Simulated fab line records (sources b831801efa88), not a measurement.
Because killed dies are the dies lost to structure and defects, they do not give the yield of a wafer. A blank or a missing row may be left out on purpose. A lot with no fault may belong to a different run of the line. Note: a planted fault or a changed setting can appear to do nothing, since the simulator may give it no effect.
fab line records    flow sky130
[record] lots = 6  wafers = 18  last_day = 50
route steps=708 shown PWDE@53 NWELL@56 PAD_OPEN@708
lots that met no fault: from a run of the same line without faults
start_h: hours from the record's first day to the start of the lot's first wafer shown    wait_h: hours from the lot's prior step to this one    " the same as in the row above    L1.1+2: a single row standing in for several wafers    - no value present, or no start provided    * or withheld: withheld    < > ~ a bound
route shown NAME@n: names a module that has steps shown in the file, with the first one's number in the route    usual: mean and standard deviation over wafers with no fault    same: alike in all rows    chamber/n: place in a boat    sites: the reading at each site    _std_site: their standard deviation    _edge_site: the outer-site mean with the inner-site mean subtracted    radius_mm: how far each site lies from the wafer's centre    mask NAME#n: copy n    behind: the tool/chamber that last shaped the wafer    hold: reason for holding the lot/hours on hold/outcome of the hold    device: the n, p or np transistor that did not switch    end of line: the same wafers' tests at the end of the route    a step without rows: its recipe alone    killed: count of dies lost to structure and defects at first sort (not the wafer's yield)    map: shows each die of a wafer: x if killed, . if not, _ if none is there
set.NAME: the setting as run; set.NAME@STEP: as run at that earlier step    model.NAME: the simulator's own value behind a step, which no gauge read
lots at some steps of the route; a table a step, a row a wafer
services: when a tool's chamber went out of use (start_h, in hours from the record's first day, below 0 if earlier), for how many hours, and the reason
[[steps]]
[step SKY_PWDE_IMPLANT_08]
[recipe] species = B  energy_kev = 150  dose_cm2 = 3.6e+12  tilt_deg = withheld
[step SKY_PWDE_STRIP_09]
[recipe] chemistry = O2/N2  power_w = 1400  pressure_mtorr = 1500  platen_temp_c = withheld  o2_flow_sccm = 3000  n2_flow_sccm = 300  overash_fraction = 0.5
[usual] chamber_pressure_mTorr = 1500.0/1.2  drypump_motor_current_A = 5.8/0.43  oes_product_au = 0.723/0.0045  strip_time_to_endpoint_s = 36.95/0.1
lot.wafer  tool             chamber  start_h  wait_h  chamber_pressure_mTorr  drypump_motor_current_A  oes_product_au  rf_hours_counter_h  strip_time_to_endpoint_s
L948.3     plasma_asher-01  0        133.73   0.1     1498.0                  6.1                      0.717           -                   36.86
L948.4     "                1        "        "       1498.8                  5.3                      0.730           -                   36.84
L948.5     "                1        "        "       1499.1                  5.3                      0.715           -                   36.83
L956.1     plasma_asher-04  0        167.30   0.1     1500.8                  6.0                      0.725           45                  36.89
L956.5     "                1        "        "       1497.9                  5.2                      0.719           -                   36.91
L956.6     "                0        "        "       1498.7                  6.0                      0.712           -                   36.89
L957.2     plasma_asher-02  1        179.85   0.1     1498.9                  5.8                      0.724           6                   36.93
L957.5     "                0        "        "       1501.5                  6.5                      0.725           -                   37.00
L957.6     "                1        "        "       1498.1                  5.8                      0.729           -                   36.97
L958.1     plasma_asher-01  0        186.80   0.1     1499.8                  6.1                      0.719           50                  36.76
L958.3     "                0        "        "       1500.6                  6.1                      0.721           -                   36.78
L958.6     "                1        "        "       1500.5                  5.3                      0.723           -                   36.85
L960.1     plasma_asher-02  0        191.59   0.1     1498.6                  6.5                      0.726           7                   37.17
L960.3     "                1        "        "       1499.1                  5.8                      0.727           -                   37.15
L960.5     "                0        "        "       1500.7                  6.5                      0.732           -                   37.14
L961.2     plasma_asher-01  1        199.15   0.1     1500.8                  5.3                      0.724           51                  37.04
L961.5     "                1        "        "       1499.6                  5.3                      0.728           -                   36.94
L961.6     "                0        "        "       1498.6                  6.1                      0.725           -                   37.03
[step SKY_PWDE_TW_MEAS_10]
[usual] PWDE_TW = 374/3.3
lot.wafer  tool           chamber  start_h  wait_h  PWDE_TW
L948.3     film_metro-02  -        133.82   0.1     373
L948.4     "              -        "        "       374
L948.5     "              -        "        "       373
L956.1     film_metro-04  -        167.40   0.1     377
L956.5     "              -        "        "       373
L956.6     "              -        "        "       376
L957.2     film_metro-01  -        179.96   0.1     368
L957.5     "              -        "        "       372
L957.6     "              -        "        "       370
L958.1     film_metro-04  -        186.90   0.1     380
L958.3     "              -        "        "       378
L958.6     "              -        "        "       379
L960.1     film_metro-01  -        191.69   0.1     372
L960.3     "              -        "        "       371
L960.5     "              -        "        "       369
L961.2     film_metro-04  -        199.26   0.1     379
L961.5     "              -        "        "       378
L961.6     "              -        "        "       380
[step SKY_NWELL_DEHYDRATE_03]
[recipe] temp_c = 200  time_s = 60
[step SKY_NWELL_HMDS_04]
[recipe] prime_time_s = 60  prime_temp_c = 120
[step SKY_NWELL_COAT_05]
[recipe] spin_rpm = 2000  resist_thk_nm = 3000
[step SKY_NWELL_SOFTBAKE_06]
[recipe] temp_c = 110  time_s = withheld
[step SKY_NWELL_EXPOSE_07]
[recipe] mask_id = NWM  na = 0.6  source_shape = conventional  sigma_outer = 0.6  polarization = unpolarized  target_cd_nm = 840  dose_mj = 255
[step SKY_NWELL_PEB_08]
[recipe] temp_c = 115  time_s = withheld
[step SKY_NWELL_DEVELOP_09]
[recipe] wall_angle_deg = 90  developer = TMAH  develop_time_s = 60  dev_temp_c = 23
[step SKY_NWELL_OVL_MEAS_10]
[usual] NWELL_00_OVL = 0.9/1.8
lot.wafer  tool        chamber  start_h  wait_h  NWELL_00_OVL[nm]
L948.3     overlay-02  -        152.97   -       2.6
L948.4     "           -        "        "       2.7
L948.5     "           -        "        "       2.4
L956.1     overlay-01  -        188.25   -       -0.4
L956.5     "           -        "        "       -1.0
L956.6     "           -        "        "       0.0
L957.2     overlay-02  -        200.97   -       -0.7
L957.5     "           -        "        "       -1.2
L957.6     "           -        "        "       0.2
L958.1     overlay-02  -        207.95   -       -0.9
L958.3     "           -        "        "       -2.7
L958.6     "           -        "        "       -2.4
L960.1     overlay-01  -        213.77   -       0.5
L960.3     "           -        "        "       -0.8
L960.5     "           -        "        "       -1.0
L961.2     overlay-02  -        220.36   -       0.0
L961.5     "           -        "        "       1.0
L961.6     "           -        "        "       1.6
[step SKY_NWELL_IMPLANT_11]
[recipe] species = P  energy_kev = 400  dose_cm2 = 1.9e+13  tilt_deg = withheld
[step SKY_NWELL_IMPLANT_12]
[recipe] species = P  energy_kev = 120  dose_cm2 = 1.3e+12  tilt_deg = withheld
[usual] dose_ions_cm2 = 1.3e+12/1.4e+09  faraday_current_uA = 7.33/0.16
[same] implant_ion_amu = 31
lot.wafer  tool          chamber  start_h  wait_h  dose_ions_cm2  faraday_current_uA
L948.3     implanter-02  0        153.19   0.1     1.3004e+12     7.34
L948.4     "             0        "        "       1.2996e+12     7.43
L948.5     "             0        "        "       1.2984e+12     7.30
L956.1     implanter-02  0        188.44   0.1     1.3009e+12     7.37
L956.5     "             0        "        "       1.2988e+12     7.45
L956.6     "             0        "        "       1.3022e+12     7.53
L957.2     implanter-02  0        201.18   0.1     1.4957e+12     8.63
L957.5     "             0        "        "       1.4949e+12     8.41
L957.6     "             0        "        "       1.4954e+12     8.38
L958.1     implanter-02  0        208.14   0.1     1.4978e+12     8.22
L958.3     "             0        "        "       1.495e+12      8.23
L958.6     "             0        "        "       1.497e+12      8.47
L960.1     implanter-01  0        213.97   0.1     1.299e+12      7.52
L960.3     "             0        "        "       1.2997e+12     7.60
L960.5     "             0        "        "       1.3003e+12     7.26
L961.2     implanter-01  0        220.57   0.1     1.301e+12      6.94
L961.5     "             0        "        "       1.3016e+12     7.28
L961.6     "             0        "        "       1.3008e+12     7.63
[step SKY_NWELL_IMPLANT_13]
[recipe] species = P  energy_kev = 50  dose_cm2 = 7e+11  tilt_deg = withheld
[step SKY_NWELL_STRIP_14]
[recipe] chemistry = O2/N2  power_w = 1400  pressure_mtorr = 1500  platen_temp_c = withheld  o2_flow_sccm = 3000  n2_flow_sccm = 300  overash_fraction = 0.5
[usual] chamber_pressure_mTorr = 1499.8/1.2  drypump_motor_current_A = 5.9/0.41  oes_product_au = 0.722/0.0045  strip_time_to_endpoint_s = 36.97/0.089
lot.wafer  tool             chamber  start_h  wait_h  chamber_pressure_mTorr  drypump_motor_current_A  oes_product_au  rf_hours_counter_h  strip_time_to_endpoint_s
L948.3     plasma_asher-02  0        153.47   0.1     1502.4                  6.5                      0.728           -                   37.02
L948.4     "                1        "        "       1499.1                  5.8                      0.720           -                   37.13
L948.5     "                0        "        "       1499.8                  6.5                      0.723           -                   36.94
L956.1     plasma_asher-02  0        188.74   0.1     1500.9                  6.5                      0.729           6                   36.92
L956.5     "                1        "        "       1500.8                  5.8                      0.722           -                   37.04
L956.6     "                0        "        "       1500.7                  6.5                      0.724           -                   36.98
L957.2     plasma_asher-02  0        201.45   0.1     1500.5                  6.5                      0.727           8                   36.95
L957.5     "                1        "        "       1497.8                  5.8                      0.720           -                   36.87
L957.6     "                0        "        "       1499.9                  6.5                      0.733           -                   36.84
L958.1     plasma_asher-04  0        208.44   0.1     1499.5                  5.9                      0.724           49                  36.90
L958.3     "                0        "        "       1500.8                  5.9                      0.719           -                   36.93
L958.6     "                0        "        "       1500.5                  6.0                      0.713           -                   36.84
L960.1     plasma_asher-04  0        214.27   0.1     1497.9                  5.9                      0.721           50                  36.70
L960.3     "                0        "        "       1499.5                  6.0                      0.725           -                   36.82
L960.5     "                1        "        "       1502.7                  5.2                      0.714           -                   36.79
L961.2     plasma_asher-03  0        220.84   0.1     1501.4                  6.0                      0.721           43                  36.93
L961.5     "                0        "        "       1501.2                  6.0                      0.718           -                   36.90
L961.6     "                1        "        "       1501.1                  5.6                      0.719           -                   36.95
[step SKY_NWELL_TW_MEAS_15]
[usual] NWELL_TW = 1822/21
lot.wafer  tool           chamber  start_h  wait_h  NWELL_TW
L948.3     film_metro-01  -        153.56   0.1     1801
L948.4     "              -        "        "       1799
L948.5     "              -        "        "       1806
L956.1     film_metro-04  -        188.84   0.1     1848
L956.5     "              -        "        "       1849
L956.6     "              -        "        "       1837
L957.2     film_metro-04  -        201.56   0.1     1861
L957.5     "              -        "        "       1854
L957.6     "              -        "        "       1860
L958.1     film_metro-04  -        208.54   0.1     1843
L958.3     "              -        "        "       1837
L958.6     "              -        "        "       1848
L960.1     film_metro-01  -        214.37   0.1     1791
L960.3     "              -        "        "       1795
L960.5     "              -        "        "       1797
L961.2     film_metro-01  -        220.95   0.1     1790
L961.5     "              -        "        "       1785
L961.6     "              -        "        "       1792
[step SKY_NWELL_DEHYDRATE_16]
[recipe] temp_c = 200  time_s = 60
[step SKY_NWELL_HMDS_17]
[recipe] prime_time_s = 60  prime_temp_c = 120
[step SKY_NWELL_COAT_18]
[recipe] spin_rpm = 2000  resist_thk_nm = 3000
[step SKY_NWELL_SOFTBAKE_19]
[recipe] temp_c = 110  time_s = withheld
[step SKY_NWELL_EXPOSE_20]
[recipe] mask_id = NWM_COMPLEMENT  na = 0.6  source_shape = conventional  sigma_outer = 0.6  polarization = unpolarized  target_cd_nm = 840  dose_mj = 260
[step SKY_NWELL_PEB_21]
[recipe] temp_c = 115  time_s = withheld
[step SKY_NWELL_DEVELOP_22]
[recipe] wall_angle_deg = 90  developer = TMAH  develop_time_s = 60  dev_temp_c = 23
[step SKY_NWELL_OVL_MEAS_23]
[usual] NWELL_01_OVL = 0.8/1.2
lot.wafer  tool        chamber  start_h  wait_h  NWELL_01_OVL[nm]
L948.3     overlay-01  -        173.92   -       -0.6
L948.4     "           -        "        "       0.8
L948.5     "           -        "        "       -0.1
L956.1     overlay-01  -        209.66   -       0.9
L956.5     "           -        "        "       1.5
L956.6     "           -        "        "       2.0
L957.2     overlay-01  -        223.67   -       0.9
L957.5     "           -        "        "       2.4
L957.6     "           -        "        "       0.6
L958.1     overlay-02  -        231.06   -       2.4
L958.3     "           -        "        "       1.4
L958.6     "           -        "        "       2.3
L960.1     overlay-01  -        236.60   -       -0.7
L960.3     "           -        "        "       2.6
L960.5     "           -        "        "       0.4
L961.2     overlay-02  -        243.72   -       2.3
L961.5     "           -        "        "       0.3
L961.6     "           -        "        "       1.5
[step SKY_NWELL_IMPLANT_24]
[recipe] species = B  energy_kev = 140  dose_cm2 = 9.2e+12  tilt_deg = withheld
[step SKY_NWELL_STRIP_25]
[recipe] chemistry = O2/N2  power_w = 1400  pressure_mtorr = 1500  platen_temp_c = withheld  o2_flow_sccm = 3000  n2_flow_sccm = 300  overash_fraction = 0.5
[usual] chamber_pressure_mTorr = 1500.1/1.5  drypump_motor_current_A = 5.9/0.37  oes_product_au = 0.722/0.0045  strip_time_to_endpoint_s = 36.93/0.1
lot.wafer  tool             chamber  start_h  wait_h  chamber_pressure_mTorr  drypump_motor_current_A  oes_product_au  rf_hours_counter_h  strip_time_to_endpoint_s
L948.3     plasma_asher-03  1        174.13   0.1     1500.7                  5.7                      0.728           -                   36.93
L948.4     "                0        "        "       1499.1                  5.9                      0.723           -                   36.90
L948.5     "                0        "        "       1499.2                  5.9                      0.720           -                   36.98
L956.1     plasma_asher-02  1        209.85   0.1     1500.6                  5.8                      0.718           9                   36.95
L956.5     "                0        "        "       1498.7                  6.5                      0.723           -                   37.00
L956.6     "                1        "        "       1499.7                  5.8                      0.718           -                   37.04
L957.2     plasma_asher-02  1        223.85   0.1     1500.4                  5.8                      0.720           10                  36.78
L957.5     "                0        "        "       1501.7                  6.5                      0.727           -                   36.89
L957.6     "                1        "        "       1500.6                  5.8                      0.720           -                   36.86
L958.1     plasma_asher-03  1        231.25   0.1     1502.7                  5.6                      0.732           44                  36.73
L958.3     "                1        "        "       1500.2                  5.6                      0.725           -                   36.84
L958.6     "                1        "        "       1499.5                  5.6                      0.715           -                   36.87
L960.1     plasma_asher-04  0        236.79   0.1     1497.3                  5.9                      0.724           52                  37.00
L960.3     "                0        "        "       1502.7                  5.9                      0.726           -                   37.11
L960.5     "                1        "        "       1503.0                  5.3                      0.720           -                   37.06
L961.2     plasma_asher-03  0        243.90   0.1     1498.7                  5.9                      0.718           46                  36.79
L961.5     "                0        "        "       1502.1                  5.9                      0.728           -                   36.81
L961.6     "                1        "        "       1497.8                  5.6                      0.727           -                   36.86
[step SKY_NWELL_TW_MEAS_26]
[usual] NWELL_2_TW = 495/4.9
lot.wafer  tool           chamber  start_h  wait_h  NWELL_2_TW
L948.3     film_metro-02  -        174.22   0.1     499
L948.4     "              -        "        "       499
L948.5     "              -        "        "       498
L956.1     film_metro-02  -        209.95   0.1     497
L956.5     "              -        "        "       498
L956.6     "              -        "        "       496
L957.2     film_metro-04  -        223.96   0.1     499
L957.5     "              -        "        "       501
L957.6     "              -        "        "       501
L958.1     film_metro-01  -        231.35   0.1     489
L958.3     "              -        "        "       486
L958.6     "              -        "        "       488
L960.1     film_metro-01  -        236.89   0.1     485
L960.3     "              -        "        "       490
L960.5     "              -        "        "       489
L961.2     film_metro-04  -        244.01   0.1     499
L961.5     "              -        "        "       500
L961.6     "              -        "        "       500
[step SKY_NWELL_CLEAN_27]
[recipe] chemistry = SC1/SC2  mix = 1:4:20  temp_c = 70  time_s = 150  dry = n2_spin
[step SKY_NWELL_RTA_28]
[recipe] temp_c = 1050  time_s = 30  idle_temp_c = 650  ramp_up_c_per_s = 150  ramp_down_c_per_s = 90  ambient = N2
[usual] lamp_power_pct = 25.30/0.055  wafer_temp_C_max = 1054.8/1
lot.wafer  tool           chamber  start_h  wait_h  lamp_power_pct  wafer_temp_C_max
L948.3     rtp_anneal-01  0        174.34   0.0     25.27           1052.9
L948.4     "              0        "        "       25.26           1055.5
L948.5     "              0        "        "       25.38           1054.1
L956.1     rtp_anneal-02  0        210.06   0.0     25.32           1056.6
L956.5     "              0        "        "       25.27           1054.9
L956.6     "              0        "        "       25.31           1056.8
L957.2     rtp_anneal-02  0        224.07   0.0     25.31           1055.8
L957.5     "              0        "        "       25.30           1054.0
L957.6     "              0        "        "       25.13           1057.4
L958.1     rtp_anneal-01  0        231.46   0.0     25.39           1053.1
L958.3     "              0        "        "       25.31           1053.9
L958.6     "              0        "        "       25.33           1055.3
L960.1     rtp_anneal-01  0        237.02   0.0     25.34           1055.3
L960.3     "              0        "        "       25.33           1054.8
L960.5     "              0        "        "       25.30           1054.5
L961.2     rtp_anneal-01  0        244.14   0.0     25.34           1054.6
L961.5     "              0        "        "       25.31           1055.0
L961.6     "              0        "        "       25.26           1055.4
[step SKY_NWELL_RS_MEAS_29]
[recipe] thk_meas_gauge = four-point-probe
[usual] NWELL_RS = 624.8/1.5
lot.wafer  tool           chamber  start_h  wait_h  NWELL_RS[ohm/sq]
L948.3     film_metro-04  -        174.45   0.1     626.2
L948.4     "              -        "        "       626.0
L948.5     "              -        "        "       627.5
L956.1     film_metro-02  -        210.16   0.1     625.1
L956.5     "              -        "        "       624.0
L956.6     "              -        "        "       624.5
L957.2     film_metro-01  -        224.18   0.1     615.5
L957.5     "              -        "        "       615.5
L957.6     "              -        "        "       618.1
L958.1     film_metro-01  -        231.56   0.1     620.6
L958.3     "              -        "        "       619.2
L958.6     "              -        "        "       618.6
L960.1     film_metro-04  -        237.12   0.1     625.4
L960.3     "              -        "        "       624.6
L960.5     "              -        "        "       626.3
L961.2     film_metro-02  -        244.24   0.1     624.0
L961.5     "              -        "        "       621.9
L961.6     "              -        "        "       622.6
[step SKY_PAD_OPEN_PROBE_99]
[usual] killed_at_M0_to_M3 = 43/6.8  killed_at_M4_up = 3.0/1.8  killed_at_contacts = 23/5.4  killed_at_front_end = 15/4.4  killed_at_other = 0.3/0.51  killed_dies = 85/9.2  killed_open = 47/6.8  killed_short = 39/6.8
[same] gross_dies = 492  killed_at_back_side = 0
lot.wafer  tool       chamber  start_h  wait_h  killed_at_M0_to_M3  killed_at_M4_up  killed_at_contacts  killed_at_front_end  killed_at_other  killed_dies  killed_open  killed_short  model.etest.pfet_01v8_lvt.drive_ua_um  model.etest.pfet_g5v0d10v5.off_log10_a_um  model.etest.pfet_01v8_lvt.off_log10_a_um  model.etest.pfet_g5v0d10v5.vt_sat_v  model.etest.pfet_16v.vt_v  model.etest.pfet_g5v0d10v5.vt_v  model.etest.pfet_g5v0d10v5.vt_long_v  model.etest.pfet_01v8_lvt.vt_sat_v
L948.3     prober-01  -        1147.17  0.2     43                  1                22                  25                   0                91           48           43            170.4                                  -12.83                                     -8.635                                    -0.6544                              -1.124                     -0.8415                          -0.9536                               -0.4334
L948.4     prober-01  -        1147.22  0.2     38                  4                26                  18                   0                86           43           43            170.4                                  -12.97                                     -8.866                                    -0.6724                              -1.125                     -0.8627                          -0.9504                               -0.433
L948.5     prober-01  -        1147.27  0.2     46                  1                24                  13                   0                84           46           38            171.2                                  -12.82                                     -8.614                                    -0.6641                              -1.111                     -0.8458                          -0.9382                               -0.4266
L956.1     prober-02  -        1176.43  0.1     45                  3                14                  18                   1                81           48           33            175.4                                  -12.79                                     -8.919                                    -0.6553                              -1.109                     -0.8534                          -0.9358                               -0.4403
L956.5     prober-02  -        1176.63  0.2     44                  6                22                  19                   0                91           51           40            177.3                                  -12.59                                     -8.986                                    -0.6311                              -1.106                     -0.8282                          -0.9387                               -0.4434
L956.6     prober-02  -        1176.68  0.2     41                  3                30                  13                   0                87           47           40            172.8                                  -12.58                                     -9.097                                    -0.6341                              -1.117                     -0.8262                          -0.9472                               -0.4498
L957.2     prober-01  -        1183.41  0.1     37                  6                31                  20                   0                94           43           51            166.8                                  -13.26                                     -9.569                                    -0.7108                              -1.167                     -0.8804                          -0.9838                               -0.4921
L957.5     prober-01  -        1183.56  0.2     34                  8                29                  10                   0                81           36           45            168.1                                  -13.2                                      -9.794                                    -0.7137                              -1.158                     -0.8784                          -0.9804                               -0.4957
L957.6     prober-01  -        1183.61  0.2     35                  2                21                  13                   0                71           38           33            170.3                                  -13.44                                     -9.509                                    -0.7466                              -1.158                     -0.917                           -0.9837                               -0.4912
L958.1     prober-02  -        1191.54  0.1     51                  2                19                  18                   0                90           56           34            172.8                                  -13.06                                     -9.271                                    -0.6768                              -1.131                     -0.8546                          -0.9563                               -0.4754
L958.3     prober-02  -        1191.64  0.2     34                  0                23                  21                   0                78           45           33            173.6                                  -13.05                                     -9.304                                    -0.6928                              -1.144                     -0.8707                          -0.9644                               -0.4718
L958.6     prober-02  -        1191.79  0.2     46                  3                21                  7                    0                77           41           36            173.6                                  -13.16                                     -9.483                                    -0.7076                              -1.145                     -0.8831                          -0.9666                               -0.4852
L960.1     prober-01  -        1194.13  0.1     37                  6                22                  9                    1                75           38           37            175.3                                  -12.47                                     -8.983                                    -0.6369                              -1.115                     -0.8264                          -0.9441                               -0.4582
L960.3     prober-01  -        1194.23  0.2     34                  3                17                  10                   1                65           49           16            172.6                                  -12.85                                     -9.075                                    -0.657                               -1.106                     -0.8452                          -0.939                                -0.4611
L960.5     prober-01  -        1194.33  0.2     47                  4                22                  12                   0                85           45           40            172.6                                  -12.76                                     -9.188                                    -0.6423                              -1.118                     -0.8293                          -0.9463                               -0.4631
L961.2     prober-01  -        1199.59  0.1     41                  2                26                  10                   0                79           38           41            178.6                                  -12.4                                      -8.677                                    -0.621                               -1.087                     -0.8239                          -0.9181                               -0.4239
L961.5     prober-01  -        1199.74  0.2     50                  1                25                  12                   0                88           41           47            179.5                                  -11.96                                     -8.678                                    -0.5803                              -1.081                     -0.7869                          -0.9186                               -0.4278
L961.6     prober-01  -        1199.79  0.2     58                  2                30                  13                   0                103          49           54            175.9                                  -12.35                                     -8.722                                    -0.6137                              -1.082                     -0.8123                          -0.9149                               -0.4275
// killed by level:class
L948.3 VIA3:geometric_particle:open=10 CONTACT:geometric_particle:short=8 POLY_GATE:geometric_particle:open=7 POLY_GATE:geometric_particle:short=6 VIA2:geometric_particle:open=6 CONTACT:geometric_particle:open=6 METAL1:geometric_particle:short=5 VIA1:geometric_particle:open=5
L948.4 VIA1:geometric_particle:open=10 CONTACT:geometric_particle:open=8 POLY_GATE:geometric_particle:short=7 CONTACT:geometric_particle:short=7 LI_CONTACT:geometric_particle:open=7 POLY_GATE:geometric_particle:open=5 METAL1:geometric_particle:short=5 METAL2:geometric_particle:short=5
L948.5 LI_CONTACT:geometric_particle:open=10 VIA2:geometric_particle:open=10 VIA1:geometric_particle:open=8 METAL1:geometric_particle:short=7 CONTACT:geometric_particle:open=6 POLY_GATE:geometric_particle:short=5 METAL3:geometric_particle:short=5 LOCAL_INTERCONNECT:geometric_particle:short=4
L956.1 VIA1:geometric_particle:open=11 VIA3:geometric_particle:open=9 METAL1:geometric_particle:short=7 VIA2:geometric_particle:open=6 CONTACT:geometric_particle:open=6 LI_CONTACT:geometric_particle:open=5 METAL2:geometric_particle:short=5 FIELD_ISO:geometric_particle:short=4
L956.5 VIA3:geometric_particle:open=11 VIA1:geometric_particle:open=10 POLY_GATE:geometric_particle:open=7 CONTACT:geometric_particle:open=7 VIA2:geometric_particle:open=6 POLY_GATE:geometric_particle:short=5 LI_CONTACT:geometric_particle:open=5 LOCAL_INTERCONNECT:geometric_particle:short=4
L956.6 CONTACT:geometric_particle:open=10 VIA1:geometric_particle:open=8 METAL1:geometric_particle:short=8 VIA2:geometric_particle:open=7 LI_CONTACT:geometric_particle:open=6 CONTACT:geometric_particle:short=5 VIA1:geometric_particle:short=5 LOCAL_INTERCONNECT:geometric_particle:open=4
L957.2 CONTACT:geometric_particle:open=11 FIELD_ISO:geometric_particle:short=9 LI_CONTACT:geometric_particle:open=8 METAL2:geometric_particle:short=8 VIA3:geometric_particle:open=7 VIA1:geometric_particle:short=6 LOCAL_INTERCONNECT:geometric_particle:short=5 VIA1:geometric_particle:open=5
L957.5 CONTACT:geometric_particle:open=12 VIA1:geometric_particle:open=10 CONTACT:geometric_particle:short=9 METAL2:geometric_particle:short=6 METAL4:geometric_particle:short=6 LOCAL_INTERCONNECT:geometric_particle:short=4 VIA2:geometric_particle:short=4 VIA1:geometric_particle:short=4
L957.6 VIA1:geometric_particle:open=8 CONTACT:geometric_particle:open=7 LI_CONTACT:geometric_particle:open=6 METAL2:geometric_particle:short=6 FIELD_ISO:geometric_particle:short=5 FIELD_ISO:geometric_particle:open=5 METAL1:geometric_particle:short=4 POLY_GATE:geometric_particle:open=3
L958.1 VIA1:geometric_particle:open=16 CONTACT:geometric_particle:open=11 VIA2:geometric_particle:open=7 VIA1:geometric_particle:short=6 FIELD_ISO:geometric_particle:open=5 POLY_GATE:geometric_particle:open=5 POLY_GATE:geometric_particle:short=5 LI_CONTACT:geometric_particle:open=5
L958.3 CONTACT:geometric_particle:open=8 VIA1:geometric_particle:open=7 FIELD_ISO:geometric_particle:short=6 LI_CONTACT:geometric_particle:open=5 VIA2:geometric_particle:open=5 VIA2:geometric_particle:short=5 FIELD_ISO:geometric_particle:open=4 POLY_GATE:geometric_particle:short=4
L958.6 VIA1:geometric_particle:open=9 VIA1:geometric_particle:short=8 METAL2:geometric_particle:short=8 CONTACT:geometric_particle:open=7 VIA2:geometric_particle:open=6 VIA3:geometric_particle:open=6 METAL1:geometric_particle:short=5 LI_CONTACT:geometric_particle:open=5
L960.1 CONTACT:geometric_particle:open=9 VIA1:geometric_particle:short=8 METAL1:geometric_particle:short=7 VIA1:geometric_particle:open=7 LI_CONTACT:geometric_particle:open=6 METAL4:geometric_particle:short=5 VIA3:geometric_particle:open=5 POLY_GATE:geometric_particle:open=4
L960.3 VIA1:geometric_particle:open=17 LI_CONTACT:geometric_particle:open=7 CONTACT:geometric_particle:open=4 METAL2:geometric_particle:open=4 FIELD_ISO:geometric_particle:open=3 VIA2:geometric_particle:open=3 VIA3:geometric_particle:open=3 FIELD_ISO:geometric_particle:short=2
L960.5 VIA1:geometric_particle:open=13 CONTACT:geometric_particle:open=10 METAL1:geometric_particle:short=8 LI_CONTACT:geometric_particle:open=7 VIA1:geometric_particle:short=6 VIA3:geometric_particle:short=6 METAL3:geometric_particle:short=4 FIELD_ISO:geometric_particle:open=3
L961.2 METAL2:geometric_particle:short=10 CONTACT:geometric_particle:open=8 VIA1:geometric_particle:open=6 VIA3:geometric_particle:open=6 LOCAL_INTERCONNECT:geometric_particle:short=5 LI_CONTACT:geometric_particle:open=5 VIA2:geometric_particle:short=4 FIELD_ISO:geometric_particle:short=3
L961.5 LI_CONTACT:geometric_particle:open=8 METAL1:geometric_particle:short=8 CONTACT:geometric_particle:open=6 METAL3:geometric_particle:short=6 VIA2:geometric_particle:open=6 VIA3:geometric_particle:open=6 VIA1:geometric_particle:open=5 FIELD_ISO:geometric_particle:short=4
L961.6 VIA2:geometric_particle:open=12 METAL2:geometric_particle:short=11 LI_CONTACT:geometric_particle:open=9 CONTACT:geometric_particle:open=8 POLY_GATE:geometric_particle:short=7 METAL1:geometric_particle:short=7 VIA1:geometric_particle:open=7 CONTACT:geometric_particle:short=6
[[services]]
tool             chamber  start_h  hours  kind
plasma_asher-02  -        111.51   10.1   repair
plasma_asher-02  0        117.75   -      clean
plasma_asher-02  1        117.75   -      clean
implanter-02     -        128.96   1.2    repair
implanter-02     -        129.44   2.6    repair
implanter-01     -        163.69   2.1    repair
implanter-01     -        202.66   0.8    repair
implanter-02     -        208.53   16.3   pm
implanter-02     -        224.85   3.9    pm
implanter-02     -        227.80   3.0    repair
implanter-01     -        235.98   2.3    repair
implanter-02     -        241.02   2.2    repair
[[key]]
[first_sign] step = SKY_NWELL_IMPLANT_12  reading = dose_ions_cm2  direction = up  sigmas = 99+  usual = *  struck = *
[effect] step = SKY_NWELL_IMPLANT_12  reading = faraday_current_uA  direction = up  sigmas = 6.8  usual = 7.33  struck = 8.39
[effect] step = SKY_NWELL_RS_MEAS_29  reading = NWELL_RS  direction = down  sigmas = 4.6  usual = 624.8  struck = 617.9
[model_effect] step = SKY_PAD_OPEN_PROBE_99  value = etest.pfet_01v8_lvt.drive_ua_um  without = 175.4  struck = 170.9
met_at SKY_NWELL_IMPLANT_12
struck_wafers L957.2,L957.5,L957.6,L958.1,L958.3,L958.6
tester_left_out L957,L958
onset_between 188.44 201.18
[fault] kind = process_parameter_drift  tool = implanter-02  chamber = -  onset_h = 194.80  steps = SKY_NWELL_IMPLANT_12  channel = dose_cm2  offset = *  shape = step  end_h = 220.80  acts_in = *  stated = *
// tester_left_out: of these lots the tester's yield and bins aren't shown, on N5 and GAA mostly nor the transistor test; their killed dies are dies lost to structure and defects alone, not to doping, threshold or leakage, so they don't give the yield
